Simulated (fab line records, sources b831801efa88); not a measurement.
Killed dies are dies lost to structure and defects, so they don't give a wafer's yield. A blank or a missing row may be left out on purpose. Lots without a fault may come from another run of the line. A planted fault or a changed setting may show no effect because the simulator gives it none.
Problem report in the 8D (eight disciplines) form, filled by code | flow gf180mcu | the parts of the form that need people (team, actions taken, sign-off) are left out

1. THE PROBLEM
rf_fwd_power_W at GF_V2_CVD_02 reads a mean of 693.0 W on 2 wafers of 2 lots; wafers without a fault read 596.2 W with a standard deviation of 2. That is +48 standard deviations from the usual mean.
The step: deposits SiO2 from TEOS, target thk 850 nm, time 94.851 s.
First seen on wafer L349.2, day 21 14:10, on pecvd-04. The record holds 18 wafers of 6 lots with a number at this step. Rule for "out", or "out of limits": more than 4 standard deviations from the usual mean. The other wafers with a number count as sound.

2. WHAT IT IS AND WHAT IT IS NOT
question                    | is                | is not
which readings at this step | rf_fwd_power_W    | heater_power_w, susceptor_temp_C
which lots                  | L349, L350        | L360, L364, L365, L366
which wafers of those lots  | L349.2, L350.6    | L349.1, L349.5, L350.1, L350.5
read on which tools         | pecvd-04          | pecvd-01, pecvd-02
when                        | from day 21 14:10 | up to then (2 sound wafers); but 14 sound wafers of L350, L360, L364, L365, L366 came after

3. SUSPECTS, AND WHAT RULES EACH OUT
Counting: a tool at a process step up to the reading stays a suspect if it ran every lot that is out. Sound lots after the first of them don't rule it out here, since some wafers of a struck lot are sound.
- pecvd-04 at GF_V2_CVD_02 (deposits SiO2 from TEOS, target thk 850 nm, time 94.851 s): kept. It ran every lot that is out, first L349 (day 21 14:10). Its own readings are out on those wafers: rf_fwd_power_W.
- Within pecvd-04 at GF_V2_CVD_02: the wafers that are out ran in chamber 0; their sound lot-mates ran in chambers 1, 2.
Left after counting: pecvd-04 at GF_V2_CVD_02.

4. THE CAUSE (what the simulator had put in)
Process parameter drift: pecvd-04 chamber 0, from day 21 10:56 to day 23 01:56, at GF_V2_CVD_02. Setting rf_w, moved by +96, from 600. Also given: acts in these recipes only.
Counting left only this tool.

5. THE CHAIN OF EFFECTS, in route order
Each row: a reading whose mean over the struck wafers that have a number lies more than 3 standard deviations from the usual. Only readings for which the record gives a usual standard deviation are gone through. hours: the time from each lot's start at the first step in this table that gives one to its start at this step, as a median over the lots. sigmas: the change in usual standard deviations.
hours | step              | reading        | usual   | on struck wafers | change | sigmas
0     | GF_V2_CVD_02      | rf_fwd_power_W | 596.2 W | 693.0            | +96.8  | +48
0     | GF_V2_THK_MEAS_03 | V2_CVD_02_THK  | 853 nm  | 889              | +36    | +3.3
The process steps in it:
- GF_V2_CVD_02: deposits SiO2 from TEOS, target thk 850 nm, time 94.851 s.

6. WHAT WOULD HAVE CAUGHT IT SOONER
In this record the first reading out of limits was taken at day 21 14:10, 3 hours after the fault began at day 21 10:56.
